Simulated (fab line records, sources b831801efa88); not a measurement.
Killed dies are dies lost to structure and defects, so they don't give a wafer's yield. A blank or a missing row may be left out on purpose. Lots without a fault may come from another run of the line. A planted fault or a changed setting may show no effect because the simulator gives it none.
Which tool did it? | flow gf180mcu | 14 lots, 42 wafers sampled, at 4 steps of a route of 602

WHAT THE GAUGES READ, wafer by wafer
GF_V5_THK_MEAS_03. Usual: V5_CVD_02_THK 1459 nm, standard deviation 19.
lot  | measured     | on            | V5_CVD_02_THK (nm) | flag
L685 | day 26 11:10 | film_metro-04 | 1438 1444 1470     |
L688 | day 27 04:44 | film_metro-04 | 1411 1446 1435     |
L690 | day 27 19:43 | film_metro-01 | 1466 1465 1481     |
L691 | day 28 06:49 | film_metro-01 | 1437 1467 1452     |
L701 | day 31 10:32 | film_metro-04 | 1452 1452 1471     |
L702 | day 31 11:52 | film_metro-04 | 1488 1492 1487     |
L703 | day 31 15:23 | film_metro-04 | 1463 1452 1495     |
L704 | day 31 21:11 | film_metro-02 | 1411 1431 1472     |
L705 | day 32 02:40 | film_metro-04 | 1443 1428 1465     |
L706 | day 32 08:36 | film_metro-02 | 1454 1453 1448     |
L707 | day 32 12:32 | film_metro-01 | 1453 1445 1461     |
L708 | day 32 23:46 | film_metro-02 | 1462 1477 1475     |

GF_V5_THK_MEAS_25: measures by xrf. Usual: V5_W_THK 364 nm, standard deviation 6.5.
lot  | measured     | on            | V5_W_THK (nm) | flag
L685 | day 27 08:59 | film_metro-01 | 348 352 369   |
L688 | day 28 02:09 | film_metro-04 | 367 366 364   |
L690 | day 28 16:19 | film_metro-04 | 357 375 359   |
L691 | day 29 03:43 | film_metro-02 | 363 363 362   |
L701 | day 32 05:07 | film_metro-04 | 371 372 369   |
L702 | day 32 06:39 | film_metro-01 | 370 371 368   |
L703 | day 32 10:13 | film_metro-02 | 366 365 364   |
L704 | day 32 15:08 | film_metro-02 | 370 364 367   |
L705 | day 32 20:14 | film_metro-01 | 371 361 364   |
L706 | day 33 02:52 | film_metro-04 | 368 366 360   |
L707 | day 33 06:05 | film_metro-02 | 364 361 360   |
L708 | day 33 16:32 | film_metro-04 | 360 358 357   |

GF_TOP_METAL_OVL_MEAS_15. Usual: TOP_METAL_OVL 0.4 nm, standard deviation 1.5.
lot  | measured     | on         | TOP_METAL_OVL (nm) | flag
L685 | day 28 05:20 | overlay-02 | -0.1 -0.4 -0.8     |
L688 | day 28 21:27 | overlay-01 | 2.9 1.5 1.4        |
L690 | day 29 12:18 | overlay-02 | -2.2 -1.2 -1.3     |
L691 | day 29 23:23 | overlay-01 | -0.1 -0.3 2.5      |
L701 | day 32 22:17 | overlay-01 | -0.9 0.9 1.0       |
L702 | day 32 22:39 | overlay-02 | -1.2 -0.5 -0.2     |
L703 | day 33 03:00 | overlay-01 | 1.0 1.1 0.2        |
L704 | day 33 08:02 | overlay-02 | 0.2 0.1 0.2        |
L705 | day 33 12:44 | overlay-01 | -0.8 1.1 0.1       |
L706 | day 33 19:50 | overlay-01 | 2.0 1.5 1.2        |
L707 | day 33 22:23 | overlay-01 | -1.3 1.5 0.9       |
L708 | day 34 08:05 | overlay-02 | 2.7 1.1 2.5        |

WHICH TOOL RAN EACH LOT (tool, then ch and the chambers of the sampled wafers, then the start)
lot  | GF_SAB_DEVELOP_08
L685 | litho_track-04 ch 0, day 15 05:15
L688 | litho_track-03 ch 0, day 16 02:58
L690 | litho_track-02 ch 0, day 16 16:54
L691 | litho_track-02 ch 0, day 17 06:46
L695 | litho_track-04 ch 0, day 19 06:01
L696 | litho_track-04 ch 0, day 19 10:30
L701 | litho_track-02 ch 0, day 21 05:45
L702 | litho_track-03 ch 0, day 21 09:35
L703 | litho_track-03 ch 0, day 21 14:43
L704 | litho_track-04 ch 0, day 21 21:51
L705 | litho_track-02 ch 0, day 22 03:43
L706 | litho_track-02 ch 0, day 22 13:07
L707 | litho_track-03 ch 0, day 22 19:41
L708 | litho_track-03 ch 0, day 23 07:14
- GF_SAB_DEVELOP_08: develop time 60 s.

WHAT THE TOOLS THEMSELVES READ (means of the sampled wafers that have a number; where no wafer has one, the mark that the record gives instead)
GF_SAB_DEVELOP_08. Usual: chill_plate_temp_C 23.03 C, standard deviation 0.11.
lot  | tool           | chill_plate_temp_C (C) | flag
L685 | litho_track-04 | 23.09                  |
L688 | litho_track-03 | 23.02                  |
L690 | litho_track-02 | 22.94                  |
L691 | litho_track-02 | 22.88                  |
L695 | litho_track-04 | 23.08                  |
L696 | litho_track-04 | 23.13                  |
L701 | litho_track-02 | 22.98                  |
L702 | litho_track-03 | 22.97                  |
L703 | litho_track-03 | 23.13                  |
L704 | litho_track-04 | 22.96                  |
L705 | litho_track-02 | 23.03                  |
L706 | litho_track-02 | 23.08                  |
L707 | litho_track-03 | 23.14                  |
L708 | litho_track-03 | 22.95                  |

THE ANSWER, worked out from the rows above alone
Rule: a lot is off if the mean of its wafers that have a number lies more than 3 standard deviations from the usual mean. A lot without any number at a reading at which 4 lots or more have one is off too. The other lots that the step has rows for count as sound. The gauges are gone through in route order, then the tools' own readings, and for those a lot's mean is taken as printed above. The first step at which some lot is off is used, and at that step the reading that is off furthest; a lot without a number counts as furthest.
No lot is off at any reading shown: from this, nothing can be told.

WHAT THE SIMULATOR HAD PUT IN
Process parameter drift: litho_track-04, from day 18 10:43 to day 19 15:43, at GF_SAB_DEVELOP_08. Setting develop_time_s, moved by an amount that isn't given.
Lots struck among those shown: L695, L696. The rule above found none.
